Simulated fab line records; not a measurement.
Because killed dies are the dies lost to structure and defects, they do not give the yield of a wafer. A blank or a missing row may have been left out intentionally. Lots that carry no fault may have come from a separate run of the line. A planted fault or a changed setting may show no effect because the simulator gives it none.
fab line records | flow sky130
record: lots: 14 | wafers: 42 | lastDay: 50
route steps=708 shown METAL3@532 CAPM@541
lots with no fault: from the same line, run without faults
startH: start of the lot's first displayed wafer, in hours after the record's first day | waitH: how many hours have passed since the lot's step before this one | " repeats the value in the row above | L1.1+2: a row that stands for several wafers | - no value, or no start given | * or withheld: withheld | < > ~ a bound
route shown NAME@n: NAME is a module with steps in the file, n the number in the route of the first one | usual: mean/standard deviation of fault-free wafers | same: alike in all rows | chamber/n: place in a boat | sites: each site's reading | _std_site: how widely they spread, as a standard deviation | _edge_site: the outer-site mean with the inner-site mean subtracted | radiusMm: for every site, how far away it sits from the centre of the wafer | mask NAME#n: copy n | behind: the tool/chamber that last shaped the wafer | hold: reason for holding the lot/hours on hold/outcome of the hold | device: whichever transistor did not switch (one of n, p or np) | end of line: tests of these same wafers at the route's end | a step with no rows: only its recipe | killed: dies that structure and defects cost at the first sort, which is not the same as the wafer's yield | map: a wafer's dies, x killed, . not, _ none there
set.NAME: the setting as run; set.NAME@STEP: as run at that earlier step | model.NAME: the simulator's own value behind a step, which no gauge read
steps of the route over a sample of lots; a table a step, a row a wafer
services: when a tool's chamber went out of use (startH, in hours from the record's first day, below 0 if earlier), for how many hours, and the reason
== steps ==
step: SKY_METAL3_SPUTTER_00
recipe: material: Ti | targetThkNm: 15 | powerW: 3000 | timeS: 10 | chamberPressurePa: 0.4
usual: throttleValvePct: 29.6/1.2
lot.wafer | tool          | chamber | startH  | waitH | throttleValvePct
L712.1    | pvdSputter-02 | -       | 852.30  | 0.2   | 28.8
L712.3    | "             | -       | "       | "     | 28.0
L712.5    | "             | -       | "       | "     | 30.4
L713.2    | pvdSputter-01 | -       | 854.08  | 0.1   | 31.1
L713.3    | "             | -       | "       | "     | 31.2
L713.6    | "             | -       | "       | "     | 29.3
L715.1    | pvdSputter-03 | -       | 876.72  | 0.2   | 30.3
L715.2    | "             | -       | "       | "     | 29.5
L715.5    | "             | -       | "       | "     | 30.0
L716.1    | pvdSputter-03 | -       | 885.67  | 0.2   | 27.9
L716.2    | "             | -       | "       | "     | 30.3
L716.3    | "             | -       | "       | "     | 29.7
L718.3    | pvdSputter-03 | -       | 907.60  | 0.1   | 28.5
L718.4    | "             | -       | "       | "     | 29.3
L718.5    | "             | -       | "       | "     | 29.6
L719.3    | pvdSputter-02 | -       | 908.27  | 0.1   | 30.7
L719.4    | "             | -       | "       | "     | 28.1
L719.6    | "             | -       | "       | "     | 29.0
L720.1    | pvdSputter-03 | -       | 916.43  | 0.2   | 29.3
L720.2    | "             | -       | "       | "     | 28.6
L720.3    | "             | -       | "       | "     | 30.1
L721.1    | pvdSputter-01 | -       | 929.88  | 0.2   | 31.2
L721.3    | "             | -       | "       | "     | 29.2
L721.6    | "             | -       | "       | "     | 31.6
L722.2    | pvdSputter-01 | -       | 932.12  | 0.1   | 31.4
L722.5    | "             | -       | "       | "     | 29.1
L722.6    | "             | -       | "       | "     | 28.6
L723.1    | pvdSputter-01 | -       | 941.44  | 0.2   | 29.1
L723.5    | "             | -       | "       | "     | 29.2
L723.6    | "             | -       | "       | "     | 31.5
L728.2    | pvdSputter-02 | -       | 980.24  | 0.2   | 28.1
L728.3    | "             | -       | "       | "     | 30.8
L728.4    | "             | -       | "       | "     | 30.3
L731.3    | pvdSputter-02 | -       | 987.38  | 0.1   | 28.8
L731.5    | "             | -       | "       | "     | 27.9
L731.6    | "             | -       | "       | "     | 30.6
L730.1    | pvdSputter-01 | -       | 987.79  | 0.1   | 31.2
L730.4    | "             | -       | "       | "     | 28.8
L730.5    | "             | -       | "       | "     | 31.1
L734.3    | pvdSputter-03 | -       | 1006.98 | 0.1   | 28.7
L734.4    | "             | -       | "       | "     | 29.3
L734.5    | "             | -       | "       | "     | 29.3
step: SKY_CAPM_THK_MEAS_04
recipe: thkMeasGauge: xrf | reads: TiN_of_CAPM_SPUTTER_02
usual: CAPM_TIN_THK: 199/3
lot.wafer | tool         | chamber | startH  | waitH | CAPM_TIN_THK[nm]
L712.1    | filmMetro-04 | -       | 852.76  | 0.1   | 198
L712.3    | "            | -       | "       | "     | 198
L712.5    | "            | -       | "       | "     | 199
L713.2    | filmMetro-03 | -       | 854.56  | 0.1   | 199
L713.3    | "            | -       | "       | "     | 195
L713.6    | "            | -       | "       | "     | 195
L715.1    | filmMetro-03 | -       | 877.19  | 0.1   | 195
L715.2    | "            | -       | "       | "     | 201
L715.5    | "            | -       | "       | "     | 196
L716.1    | filmMetro-04 | -       | 886.13  | 0.1   | 198
L716.2    | "            | -       | "       | "     | 198
L716.3    | "            | -       | "       | "     | 201
L718.3    | filmMetro-03 | -       | 908.08  | 0.1   | 204
L718.4    | "            | -       | "       | "     | 201
L718.5    | "            | -       | "       | "     | 199
L719.3    | filmMetro-03 | -       | 908.75  | 0.1   | 201
L719.4    | "            | -       | "       | "     | 202
L719.6    | "            | -       | "       | "     | 196
L720.1    | filmMetro-03 | -       | 916.90  | 0.1   | 203
L720.2    | "            | -       | "       | "     | 197
L720.3    | "            | -       | "       | "     | 201
L721.1    | filmMetro-03 | -       | 930.35  | 0.1   | 202
L721.3    | "            | -       | "       | "     | 199
L721.6    | "            | -       | "       | "     | 201
L722.2    | filmMetro-03 | -       | 932.59  | 0.1   | 202
L722.5    | "            | -       | "       | "     | 203
L722.6    | "            | -       | "       | "     | 203
L723.1    | filmMetro-03 | -       | 941.91  | 0.1   | 199
L723.5    | "            | -       | "       | "     | 198
L723.6    | "            | -       | "       | "     | 194
L728.2    | filmMetro-03 | -       | 980.73  | 0.1   | 200
L728.3    | "            | -       | "       | "     | 193
L728.4    | "            | -       | "       | "     | 198
L731.3    | filmMetro-01 | -       | 987.87  | 0.1   | 198
L731.5    | "            | -       | "       | "     | 202
L731.6    | "            | -       | "       | "     | 198
L730.1    | filmMetro-04 | -       | 988.26  | 0.1   | 199
L730.4    | "            | -       | "       | "     | 199
L730.5    | "            | -       | "       | "     | 195
L734.3    | filmMetro-04 | -       | 1007.51 | 0.1   | 199
L734.4    | "            | -       | "       | "     | 201
L734.5    | "            | -       | "       | "     | 201
step: SKY_CAPM_METAL_ETCH_13
recipe: targetDepthNm: 220 | stopOn: SiO2 | chemistry: Cl2/BCl3 | target: TiN | pressureMtorr: 10 | icpW: 900 | biasW: 48.5 | Cl2_flow_sccm: 60 | bcl3FlowSccm: 30 | timeS: 62.9
usual: drypumpMotorCurrentA: 5.92/0.16 | oesProductAu: 0.943/0.0085 | throttleValvePct: 21.901/0.011
lot.wafer | tool        | chamber | startH  | waitH | drypumpMotorCurrentA | oesProductAu | rfHoursCounterH | throttleValvePct
L712.1    | rieMetal-01 | 1       | 878.56  | 0.0   | 6.01                 | 0.942        | 12              | 21.909
L712.3    | "           | 0       | "       | "     | 5.78                 | 0.939        | -               | 21.905
L712.5    | "           | 1       | "       | "     | 6.00                 | 0.953        | -               | 21.933
L713.2    | rieMetal-01 | 0       | 880.31  | 0.0   | 5.73                 | 0.942        | 7               | 21.924
L713.3    | "           | 0       | "       | "     | 5.77                 | 0.932        | -               | 21.914
L713.6    | "           | 0       | "       | "     | 5.76                 | 0.930        | -               | 21.908
L715.1    | rieMetal-03 | 1       | 902.74  | 0.0   | 5.99                 | 0.928        | 14              | 21.901
L715.2    | "           | 0       | "       | "     | 5.83                 | 0.951        | 8               | 21.902
L715.5    | "           | 0       | "       | "     | 5.83                 | 0.929        | -               | 21.882
L716.1    | rieMetal-01 | 1       | 911.35  | 0.0   | 5.98                 | 0.946        | 14              | 21.879
L716.2    | "           | 0       | "       | "     | 5.74                 | 0.944        | 9               | 21.880
L716.3    | "           | 1       | "       | "     | 5.97                 | 0.952        | -               | 21.903
L718.3    | rieMetal-02 | 1       | 932.63  | 0.0   | 5.89                 | 0.944        | -               | 21.883
L718.4    | "           | 0       | "       | "     | 6.22                 | 0.946        | -               | 21.898
L718.5    | "           | 1       | "       | "     | 5.86                 | 0.942        | -               | 21.918
L719.3    | rieMetal-01 | 1       | 933.28  | 0.0   | 5.97                 | 0.943        | -               | 21.891
L719.4    | "           | 0       | "       | "     | 5.74                 | 0.940        | -               | 21.899
L719.6    | "           | 1       | "       | "     | 6.02                 | 0.927        | -               | 21.913
L720.1    | rieMetal-03 | 1       | 940.69  | 0.0   | 5.99                 | 0.943        | 17              | 21.911
L720.2    | "           | 0       | "       | "     | 5.83                 | 0.940        | 10              | 21.921
L720.3    | "           | 1       | "       | "     | 6.00                 | 0.946        | -               | 21.904
L721.1    | rieMetal-03 | 0       | 953.95  | 0.0   | 5.84                 | 0.942        | 10              | 21.886
L721.3    | "           | 0       | "       | "     | 5.84                 | 0.942        | -               | 21.901
L721.6    | "           | 0       | "       | "     | 5.85                 | 0.939        | -               | 21.897
L722.2    | rieMetal-01 | 1       | 956.94  | 0.0   | 6.01                 | 0.949        | 15              | 21.899
L722.5    | "           | 1       | "       | "     | 6.00                 | 0.948        | -               | 21.905
L722.6    | "           | 0       | "       | "     | 5.71                 | 0.956        | -               | 21.891
L723.1    | rieMetal-03 | 0       | 965.55  | 0.0   | 5.87                 | 0.933        | 11              | 21.906
L723.5    | "           | 1       | "       | "     | 5.99                 | 0.935        | -               | 21.904
L723.6    | "           | 0       | "       | "     | 5.85                 | 0.930        | -               | 21.911
L728.2    | rieMetal-01 | 1       | 1004.25 | 0.0   | 5.96                 | 0.940        | 17              | 21.897
L728.3    | "           | 1       | "       | "     | 5.98                 | 0.931        | -               | 21.922
L728.4    | "           | 0       | "       | "     | 5.79                 | 0.942        | -               | 21.906
L731.3    | rieMetal-02 | 0       | 1011.04 | 0.0   | 6.26                 | 0.943        | -               | 21.886
L731.5    | "           | 0       | "       | "     | 6.26                 | 0.954        | -               | 21.885
L731.6    | "           | 1       | "       | "     | 5.88                 | 0.945        | -               | 21.896
L730.1    | rieMetal-01 | 0       | 1011.66 | 0.0   | 5.69                 | 0.950        | 13              | 21.896
L730.4    | "           | 0       | "       | "     | 5.77                 | 0.946        | -               | 21.911
L730.5    | "           | 0       | "       | "     | 5.72                 | 0.930        | -               | 21.909
L734.3    | rieMetal-03 | 0       | 1029.48 | 0.0   | 5.86                 | 0.958        | -               | 21.898
L734.4    | "           | 1       | "       | "     | 5.99                 | 0.955        | -               | 21.888
L734.5    | "           | 0       | "       | "     | 5.83                 | 0.958        | -               | 21.890
step: SKY_METAL3_METAL_ETCH_18
recipe: targetDepthA: 8450 | stopOn: SiO2 | overEtchFrac: 0.3 | timeS: 183.1 | chemistry: Cl2/BCl3 | resistSidewallDeg: 88 | pressureMtorr: 10 | icpW: 900 | biasW: 48.5 | Cl2_flow_sccm: 60 | bcl3FlowSccm: 30
usual: drypumpMotorCurrentA: 5.9/0.51 | oesProductAu: 0.865/0.0077 | throttleValvePct: 22.264/0.0089
lot.wafer | tool        | chamber | startH  | waitH | drypumpMotorCurrentA | oesProductAu | rfHoursCounterH | throttleValvePct
L712.1    | rieMetal-02 | 1       | 905.22  | 0.0   | 5.9                  | 0.870        | 7               | 22.253
L712.3    | "           | 1       | "       | "     | 5.9                  | 0.871        | -               | 22.256
L712.5    | "           | 1       | "       | "     | 5.9                  | 0.875        | -               | 22.258
L713.2    | rieMetal-02 | 1       | 906.58  | 0.0   | 5.9                  | 0.863        | 8               | 22.260
L713.3    | "           | 1       | "       | "     | 5.9                  | 0.864        | -               | 22.273
L713.6    | "           | 0       | "       | "     | 6.2                  | 0.862        | -               | 22.250
L715.1    | rieMetal-01 | 0       | 927.88  | 0.0   | 5.7                  | 0.872        | 9               | 22.275
L715.2    | "           | 1       | "       | "     | 6.0                  | 0.874        | 14              | 22.277
L715.5    | "           | 1       | "       | "     | 6.0                  | 0.879        | -               | 22.268
L716.1    | rieMetal-02 | 0       | 936.81  | 0.0   | 6.2                  | 0.881        | 2               | 22.241
L716.2    | "           | 1       | "       | "     | 5.9                  | 0.873        | 9               | 22.258
L716.3    | "           | 1       | "       | "     | 5.9                  | 0.863        | -               | 22.273
L718.3    | rieMetal-02 | 1       | 958.04  | 0.1   | 5.9                  | 0.855        | -               | 22.277
L718.4    | "           | 0       | "       | "     | 6.2                  | 0.870        | -               | 22.274
L718.5    | "           | 0       | "       | "     | 6.2                  | 0.859        | -               | 22.266
L719.3    | rieMetal-04 | 0       | 958.64  | 0.1   | 5.0                  | 0.867        | -               | 22.266
L719.4    | "           | 1       | "       | "     | 6.5                  | 0.862        | -               | 22.255
L719.6    | "           | 0       | "       | "     | 5.0                  | 0.865        | -               | 22.259
L720.1    | rieMetal-02 | 0       | 965.61  | 0.0   | 6.2                  | 0.867        | 3               | 22.273
L720.2    | "           | 1       | "       | "     | 5.9                  | 0.850        | 11              | 22.265
L720.3    | "           | 1       | "       | "     | 5.9                  | 0.865        | -               | 22.274
L721.1    | rieMetal-04 | 0       | 978.32  | 0.0   | 5.0                  | 0.863        | 14              | 22.257
L721.3    | "           | 1       | "       | "     | 6.5                  | 0.876        | -               | 22.251
L721.6    | "           | 1       | "       | "     | 6.5                  | 0.864        | -               | 22.279
L722.2    | rieMetal-01 | 0       | 981.92  | 0.0   | 5.7                  | 0.867        | 12              | 22.268
L722.5    | "           | 0       | "       | "     | 5.8                  | 0.861        | -               | 22.256
L722.6    | "           | 1       | "       | "     | 6.0                  | 0.855        | -               | 22.250
L723.1    | rieMetal-04 | 0       | 990.27  | 0.0   | 5.0                  | 0.863        | 15              | 22.247
L723.5    | "           | 1       | "       | "     | 6.5                  | 0.869        | -               | 22.264
L723.6    | "           | 0       | "       | "     | 4.9                  | 0.871        | -               | 22.273
L728.2    | rieMetal-04 | 1       | 1027.82 | 0.0   | 6.5                  | 0.855        | 11              | 22.263
L728.3    | "           | 0       | "       | "     | 5.0                  | 0.853        | -               | 22.276
L728.4    | "           | 1       | "       | "     | 6.6                  | 0.860        | -               | 22.254
L731.3    | rieMetal-04 | 1       | 1034.78 | 0.1   | 6.6                  | 0.865        | -               | 22.257
L731.5    | "           | 0       | "       | "     | 5.0                  | 0.868        | -               | 22.267
L731.6    | "           | 1       | "       | "     | 6.6                  | 0.876        | -               | 22.263
L730.1    | rieMetal-02 | 1       | 1035.87 | 0.0   | 5.9                  | 0.867        | 15              | 22.270
L730.4    | "           | 0       | "       | "     | 6.2                  | 0.867        | -               | 22.272
L730.5    | "           | 0       | "       | "     | 6.2                  | 0.853        | -               | 22.280
L734.3    | rieMetal-02 | 1       | 1053.09 | 0.1   | 5.9                  | 0.850        | -               | 22.259
L734.4    | "           | 1       | "       | "     | 5.9                  | 0.863        | -               | 22.266
L734.5    | "           | 1       | "       | "     | 5.9                  | 0.880        | -               | 22.267
step: SKY_METAL3_STRIP_19
recipe: chemistry: O2/N2 | powerW: 1400 | pressureMtorr: 1500 | platenTempC: withheld | o2FlowSccm: 3000 | n2FlowSccm: 300 | overashFraction: 0.5
usual: drypumpMotorCurrentA: 6.00/0.24 | oesProductAu: 0.500/0.0068 | stripTimeToEndpointS: 6.50/0.12
lot.wafer | tool           | chamber | startH  | waitH | drypumpMotorCurrentA | oesProductAu | rfHoursCounterH | stripTimeToEndpointS
L712.1    | plasmaAsher-03 | 1       | 905.58  | 0.3   | 6.29                 | 0.493        | 111             | 6.55
L712.3    | "              | 1       | "       | "     | 6.27                 | 0.504        | -               | 6.53
L712.5    | "              | 1       | "       | "     | 6.28                 | 0.500        | -               | 6.49
L713.2    | plasmaAsher-03 | 0       | 906.76  | 0.1   | 6.17                 | 0.501        | 111             | 6.50
L713.3    | "              | 1       | "       | "     | 6.29                 | 0.502        | -               | 6.47
L713.6    | "              | 1       | "       | "     | 6.27                 | 0.490        | -               | 6.35
L715.1    | plasmaAsher-03 | 0       | 928.06  | 0.1   | 6.17                 | 0.509        | 113             | 6.70
L715.2    | "              | 1       | "       | "     | 6.28                 | 0.494        | 113             | 6.52
L715.5    | "              | 1       | "       | "     | 6.30                 | 0.501        | -               | 6.52
L716.1    | plasmaAsher-03 | 0       | 936.99  | 0.1   | 6.20                 | 0.502        | 114             | 6.39
L716.2    | "              | 1       | "       | "     | 6.27                 | 0.494        | 114             | 6.46
L716.3    | "              | 0       | "       | "     | 6.21                 | 0.500        | -               | 6.44
L718.3    | plasmaAsher-02 | 0       | 958.19  | 0.1   | 5.85                 | 0.494        | -               | 6.43
L718.4    | "              | 1       | "       | "     | 5.78                 | 0.492        | -               | 6.42
L718.5    | "              | 0       | "       | "     | 5.84                 | 0.496        | -               | 6.40
L719.3    | plasmaAsher-02 | 1       | 958.79  | 0.1   | 5.75                 | 0.504        | -               | 6.40
L719.4    | "              | 0       | "       | "     | 5.85                 | 0.499        | -               | 6.60
L719.6    | "              | 1       | "       | "     | 5.78                 | 0.502        | -               | 6.41
L720.1    | plasmaAsher-02 | 1       | 965.79  | 0.1   | 5.78                 | 0.492        | 53              | 6.32
L720.2    | "              | 0       | "       | "     | 5.80                 | 0.493        | 53              | 6.42
L720.3    | "              | 1       | "       | "     | 5.77                 | 0.490        | -               | 6.37
L721.1    | plasmaAsher-02 | 0       | 978.50  | 0.1   | 5.83                 | 0.507        | 54              | 6.46
L721.3    | "              | 1       | "       | "     | 5.76                 | 0.506        | -               | 6.56
L721.6    | "              | 1       | "       | "     | 5.76                 | 0.504        | -               | 6.62
L722.2    | plasmaAsher-02 | 1       | 982.10  | 0.1   | 5.78                 | 0.509        | 54              | 6.73
L722.5    | "              | 1       | "       | "     | 5.78                 | 0.513        | -               | 6.66
L722.6    | "              | 0       | "       | "     | 5.81                 | 0.496        | -               | 6.58
L723.1    | plasmaAsher-04 | 1       | 990.45  | 0.1   | 5.54                 | 0.500        | 23              | 6.49
L723.5    | "              | 0       | "       | "     | 5.99                 | 0.497        | -               | 6.58
L723.6    | "              | 1       | "       | "     | 5.55                 | 0.494        | -               | 6.46
L728.2    | plasmaAsher-04 | 1       | 1027.99 | 0.1   | 5.58                 | 0.508        | 26              | 6.61
L728.3    | "              | 1       | "       | "     | 5.55                 | 0.508        | -               | 6.46
L728.4    | "              | 0       | "       | "     | 5.98                 | 0.397        | -               | 3.99
L731.3    | plasmaAsher-03 | 0       | 1034.93 | 0.1   | 6.17                 | 0.507        | -               | 6.62
L731.5    | "              | 0       | "       | "     | 6.18                 | 0.392        | -               | 3.80
L731.6    | "              | 1       | "       | "     | 6.29                 | 0.397        | -               | 4.00
L730.1    | plasmaAsher-03 | 0       | 1036.05 | 0.1   | 6.10                 | 0.495        | 124             | 6.37
L730.4    | "              | 0       | "       | "     | 6.11                 | 0.487        | -               | 6.35
L730.5    | "              | 1       | "       | "     | 6.28                 | 0.500        | -               | 6.31
L734.3    | plasmaAsher-03 | 1       | 1053.36 | 0.2   | 6.25                 | 0.495        | -               | 6.36
L734.4    | "              | 0       | "       | "     | 6.13                 | 0.492        | -               | 6.32
L734.5    | "              | 0       | "       | "     | 6.14                 | 0.492        | -               | 6.34
== services ==
tool           | chamber | startH  | hours | kind
rieMetal-01    | 1       | 831.32  | 18.4  | repair
pvdSputter-02  | -       | 873.42  | 7.8   | repair
pvdSputter-01  | -       | 878.72  | 3.2   | repair
rieMetal-01    | -       | 878.92  | 0.6   | repair
rieMetal-02    | 0       | 885.18  | -     | clean
rieMetal-02    | 0       | 885.18  | 21.0  | scheduledDown
rieMetal-02    | 0       | 885.18  | 21.0  | ventCycle
pvdSputter-02  | -       | 889.55  | 9.2   | repair
pvdSputter-03  | -       | 892.38  | 5.4   | repair
pvdSputter-03  | 2       | 907.75  | -     | consumableReplace:kit
pvdSputter-03  | 2       | 907.75  | 18.0  | scheduledDown
pvdSputter-03  | 2       | 907.75  | 18.0  | ventCycle
pvdSputter-01  | -       | 916.74  | 4.8   | repair
plasmaAsher-02 | -       | 917.19  | 4.8   | repair
pvdSputter-03  | -       | 928.37  | 8.4   | repair
rieMetal-02    | -       | 936.99  | 10.0  | pm
plasmaAsher-04 | -       | 940.69  | 14.6  | pm
rieMetal-03    | 0       | 987.79  | 3.1   | repair
rieMetal-01    | 1       | 1011.06 | -     | clean
rieMetal-01    | 1       | 1011.06 | 22.6  | scheduledDown
rieMetal-01    | 1       | 1011.06 | 22.6  | ventCycle
rieMetal-04    | -       | 1033.76 | 0.1   | repair
rieMetal-01    | -       | 1040.26 | 28.1  | pm
rieMetal-02    | 0       | 1052.77 | 5.5   | repair
== key ==
firstSign: step: SKY_METAL3_STRIP_19 | reading: stripTimeToEndpointS | direction: down | sigmas: 21 | usual: * | struck: *
effect: step: SKY_METAL3_STRIP_19 | reading: oesProductAu | direction: down | sigmas: 15 | usual: 0.500 | struck: 0.395
metAt SKY_METAL3_METAL_ETCH_18
struckLots L728,L731
struckWafers L728.4,L731.5,L731.6
sortLeftOut L728.4
notActingAt SKY_METAL3_SPUTTER_00,SKY_CAPM_THK_MEAS_04,SKY_CAPM_METAL_ETCH_13
onsetBetween 990.27 1027.82
fault: kind: processParameterDrift | tool: rieMetal-04 | chamber: - | onsetH: 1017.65 | steps: SKY_METAL3_METAL_ETCH_18 | channel: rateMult | offset: 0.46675 | shape: step | endH: 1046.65 | scope: struckWafersOnly
sortLeftOut: the simulated sort isn't trusted on such a fault, so these wafers' sort isn't shown, and their yield isn't known
